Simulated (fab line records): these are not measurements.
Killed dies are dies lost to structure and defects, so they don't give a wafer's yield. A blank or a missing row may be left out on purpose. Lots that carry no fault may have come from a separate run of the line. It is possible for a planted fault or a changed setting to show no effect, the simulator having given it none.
Which tool was responsible? || flow sky130 || 36 wafers from 12 lots sampled at 2 of the route's 708 steps

## WHAT EACH GAUGE READ, for each wafer
SKY_LI_CONTACT_THK_MEAS_23: measures by xrf. Usual: LI_CONTACT_W_THK 410 nm, standard deviation 5.5.
{"lot": "L608", "measured": "day 29 06:28", "on": "film metro-03", "LI_CONTACT_W_THK (nm)": "413 412 417", "flag": ""}
{"lot": "L610", "measured": "day 30 01:12", "on": "film metro-03", "LI_CONTACT_W_THK (nm)": "408 408 404", "flag": ""}
{"lot": "L612", "measured": "day 30 16:33", "on": "film metro-01", "LI_CONTACT_W_THK (nm)": "404 410 408", "flag": ""}
{"lot": "L616", "measured": "day 31 19:57", "on": "film metro-01", "LI_CONTACT_W_THK (nm)": "414 417 416", "flag": ""}
{"lot": "L617", "measured": "day 32 01:57", "on": "film metro-01", "LI_CONTACT_W_THK (nm)": "417 417 414", "flag": ""}
{"lot": "L619", "measured": "day 32 22:12", "on": "film metro-01", "LI_CONTACT_W_THK (nm)": "404 408 411", "flag": ""}
{"lot": "L621", "measured": "day 33 11:31", "on": "film metro-02", "LI_CONTACT_W_THK (nm)": "411 415 407", "flag": ""}
{"lot": "L622", "measured": "day 33 20:49", "on": "film metro-02", "LI_CONTACT_W_THK (nm)": "415 410 413", "flag": ""}
{"lot": "L623", "measured": "day 34 02:57", "on": "film metro-01", "LI_CONTACT_W_THK (nm)": "400 404 405", "flag": ""}
{"lot": "L624", "measured": "day 34 05:02", "on": "film metro-02", "LI_CONTACT_W_THK (nm)": "413 420 414", "flag": ""}
{"lot": "L627", "measured": "day 35 10:08", "on": "film metro-03", "LI_CONTACT_W_THK (nm)": "405 407 405", "flag": ""}
{"lot": "L631", "measured": "day 36 08:13", "on": "film metro-01", "LI_CONTACT_W_THK (nm)": "403 412 414", "flag": ""}

SKY_CONTACT_OVL_MEAS_15. Usual: CONTACT_OVL -2 nm, standard deviation 5.2.
{"lot": "L608", "measured": "day 31 15:34", "on": "overlay-01", "CONTACT_OVL (nm)": "-4 2 -2", "flag": ""}
{"lot": "L610", "measured": "day 32 10:52", "on": "overlay-01", "CONTACT_OVL (nm)": "-5 -1 0", "flag": ""}
{"lot": "L612", "measured": "day 33 01:01", "on": "overlay-01", "CONTACT_OVL (nm)": "-1 -10 -5", "flag": ""}
{"lot": "L616", "measured": "day 34 04:01", "on": "overlay-02", "CONTACT_OVL (nm)": "-7 -3 -6", "flag": ""}
{"lot": "L617", "measured": "day 34 09:54", "on": "overlay-01", "CONTACT_OVL (nm)": "-10 -6 -8", "flag": ""}
{"lot": "L619", "measured": "day 35 05:15", "on": "overlay-02", "CONTACT_OVL (nm)": "-3 1 -3", "flag": ""}
{"lot": "L621", "measured": "day 35 17:12", "on": "overlay-02", "CONTACT_OVL (nm)": "-14 -5 -5", "flag": ""}
{"lot": "L622", "measured": "day 36 04:04", "on": "overlay-01", "CONTACT_OVL (nm)": "-2 2 0", "flag": ""}
{"lot": "L623", "measured": "day 36 09:33", "on": "overlay-02", "CONTACT_OVL (nm)": "-7 -5 -9", "flag": ""}
{"lot": "L624", "measured": "day 36 11:06", "on": "overlay-01", "CONTACT_OVL (nm)": "5 6 0", "flag": ""}
{"lot": "L627", "measured": "day 37 16:40", "on": "overlay-02", "CONTACT_OVL (nm)": "-8 -5 -7", "flag": ""}
{"lot": "L631", "measured": "day 38 13:51", "on": "overlay-01", "CONTACT_OVL (nm)": "7 -3 -3", "flag": ""}

## TOOL THAT RAN EACH LOT (tool first, then ch and the chambers of the sampled wafers, then the start)
No process step before these readings appears in the record.

## AS READ BY THE TOOLS THEMSELVES (means over the sampled wafers that have a number; for cases with no such wafer, the mark the record gives instead)
The record holds no such reading with a usual standard deviation.

## THE ANSWER, worked out from the rows above alone
Rule: a lot counts as off when the mean over its wafers that have a number is more than 3 standard deviations away from the usual mean. Also off: a lot with no number at a reading for which 4 or more lots have one. The other lots that the step has rows for count as sound. After the gauges, taken in route order, come the tools' own readings; for these a lot's mean is taken, as printed above. At the first step where some lot is off, the reading lying furthest off is the one used; lots without a number count as furthest.
Across all readings shown, no lot is off: no conclusion can be drawn from this.

## WHAT THE SIMULATOR PUT IN
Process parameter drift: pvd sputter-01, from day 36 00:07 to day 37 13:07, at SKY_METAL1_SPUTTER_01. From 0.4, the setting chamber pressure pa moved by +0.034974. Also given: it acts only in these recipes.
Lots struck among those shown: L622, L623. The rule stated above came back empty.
